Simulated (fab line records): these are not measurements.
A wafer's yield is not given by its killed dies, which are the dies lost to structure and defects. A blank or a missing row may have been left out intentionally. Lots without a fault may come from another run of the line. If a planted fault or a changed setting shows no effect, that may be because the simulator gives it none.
Commonality check across tools | flow gf180mcu | 11 lots, 33 wafers sampled

== THE REASON FOR OPENING IT ==
GF_HV_LDD_TW_MEAS_38, reading HV_LDD_3_TW: flagged on 2 of 11 lots. No-fault wafers: 1427, standard deviation 14.
Rule: a lot gets a flag if all its wafers with a number sit over 4 standard deviations from that mean, or if no wafer of it has a number. The other lots count as sound.

lot  | measured     | on            | HV_LDD_3_TW, wafer by wafer | flag
L335 | day 12 15:27 | film metro-04 | 1431 1436 1433              |
L336 | day 12 16:40 | film metro-04 | 1433 1436 1426              |
L337 | day 12 18:40 | film metro-02 | 1415 1406 1409              |
L341 | day 14 13:47 | film metro-01 | 1442 1445 1441              |
L342 | day 14 14:01 | film metro-02 | 1412 1414 1410              |
L344 | day 15 01:56 | film metro-04 | 1435 1429 1436              |
L345 | day 15 16:46 | film metro-01 | 1436 1447 1445              |
L350 | day 17 07:40 | film metro-01 | 1527 1528 1525              | FLAGGED
L353 | day 18 10:40 | film metro-04 | 1521 1520 1528              | FLAGGED
L355 | day 18 16:02 | film metro-02 | 1405 1412 1410              |
L356 | day 19 10:55 | film metro-04 | 1447 1435 1437              |
On average the flagged lots' numbers are 1525, which is +98 against the usual, or +7 standard deviations.

== EACH LOT AND THE TOOL IT RAN ON ==
3 process steps preceding the reading are held in the record, out of 602 steps in the route. Read each cell as the tool, then ch plus the chambers that the sampled wafers visited, then the start.
lot  | flag    | GF_VT_IMPLANT_STRIP_42               | GF_HV_LDD_STRIP_10                   | GF_HV_LDD_IMPLANT_36
L335 |         | plasma asher-04 ch 0,1, day 8 05:49  | plasma asher-03 ch 0,1, day 10 16:31 | implanter-01 ch 0, day 12 15:12
L336 |         | plasma asher-04 ch 0,1, day 8 10:34  | plasma asher-04 ch 0,1, day 10 23:37 | implanter-03 ch 0, day 12 16:25
L337 |         | plasma asher-02 ch 0, day 8 15:05    | plasma asher-01 ch 0,1, day 11 05:47 | implanter-03 ch 0, day 12 18:18
L341 |         | plasma asher-03 ch 0,1, day 9 20:31  | plasma asher-04 ch 0,1, day 12 19:38 | implanter-03 ch 0, day 14 13:33
L342 |         | plasma asher-03 ch 0,1, day 10 06:59 | plasma asher-03 ch 0,1, day 12 19:52 | implanter-01 ch 0, day 14 13:46
L344 |         | plasma asher-04 ch 0,1, day 10 17:19 | plasma asher-01 ch 0,1, day 13 08:22 | implanter-04 ch 0, day 15 01:43
L345 |         | plasma asher-04 ch 0, day 11 04:22   | plasma asher-03 ch 0, day 13 21:13   | implanter-03 ch 0, day 15 16:32
L350 | FLAGGED | plasma asher-04 ch 1, day 12 12:18   | plasma asher-04 ch 1, day 15 09:43   | implanter-01 ch 0, day 17 07:25
L353 | FLAGGED | plasma asher-02 ch 0,1, day 13 11:09 | plasma asher-01 ch 0,1, day 16 10:58 | implanter-01 ch 0, day 18 10:25
L355 |         | plasma asher-04 ch 0,1, day 13 14:29 | plasma asher-01 ch 0,1, day 16 16:49 | implanter-03 ch 0, day 18 15:50
L356 |         | plasma asher-04 ch 0,1, day 14 07:44 | plasma asher-01 ch 0, day 17 10:07   | implanter-03 ch 0, day 19 10:40
These steps, and what they do:
- GF_VT_IMPLANT_STRIP_42: strips in O2/N2.
- GF_HV_LDD_STRIP_10: strips in O2/N2.
- GF_HV_LDD_IMPLANT_36
- GF_HV_LDD_TW_MEAS_38

== FLAGGED AGAINST TOTAL, ONE TOOL AT A TIME (gauges that did the reading follow at the end) ==
step                   | tool            | lots run | flagged | share of the flagged lots | sound lots run after its first flagged lot
GF_VT_IMPLANT_STRIP_42 | plasma asher-02 | 2        | 1       | some                      | 0
GF_VT_IMPLANT_STRIP_42 | plasma asher-03 | 2        | 0       | none                      | -
GF_VT_IMPLANT_STRIP_42 | plasma asher-04 | 7        | 1       | some                      | 2 (L355,L356)
GF_HV_LDD_STRIP_10     | plasma asher-01 | 5        | 1       | some                      | 2 (L355,L356)
GF_HV_LDD_STRIP_10     | plasma asher-03 | 3        | 0       | none                      | -
GF_HV_LDD_STRIP_10     | plasma asher-04 | 3        | 1       | some                      | 0
GF_HV_LDD_IMPLANT_36   | implanter-01    | 4        | 2       | all                       | 0
GF_HV_LDD_IMPLANT_36   | implanter-03    | 6        | 0       | none                      | -
GF_HV_LDD_IMPLANT_36   | implanter-04    | 1        | 0       | none                      | -
GF_HV_LDD_TW_MEAS_38   | film metro-01   | 3        | 1       | some                      | 0
GF_HV_LDD_TW_MEAS_38   | film metro-02   | 3        | 0       | none                      | -
GF_HV_LDD_TW_MEAS_38   | film metro-04   | 5        | 1       | some                      | 1 (L356)

== WHAT THE TABLE PERMITS ==
1 row of the table ran every flagged lot: implanter-01 at GF_HV_LDD_IMPLANT_36.
- implanter-01 at GF_HV_LDD_IMPLANT_36 ran 4 lots, 2 of them flagged. Last sound lot L342 at day 14 13:46, first flagged lot L350 at day 17 07:25; a fault beginning in between fits. Its own readings lie more than 4 standard deviations out on every wafer of the flagged lots: dose ions cm2, faraday current uA.
One tool is left: implanter-01 at GF_HV_LDD_IMPLANT_36.

== WHAT THE SIMULATOR HAD PUT IN ==
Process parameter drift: implanter-01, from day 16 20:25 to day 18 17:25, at GF_HV_LDD_IMPLANT_36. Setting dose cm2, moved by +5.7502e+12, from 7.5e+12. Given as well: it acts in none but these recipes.
Lots struck among those shown: L350, L353. The rule given above showed the same thing.
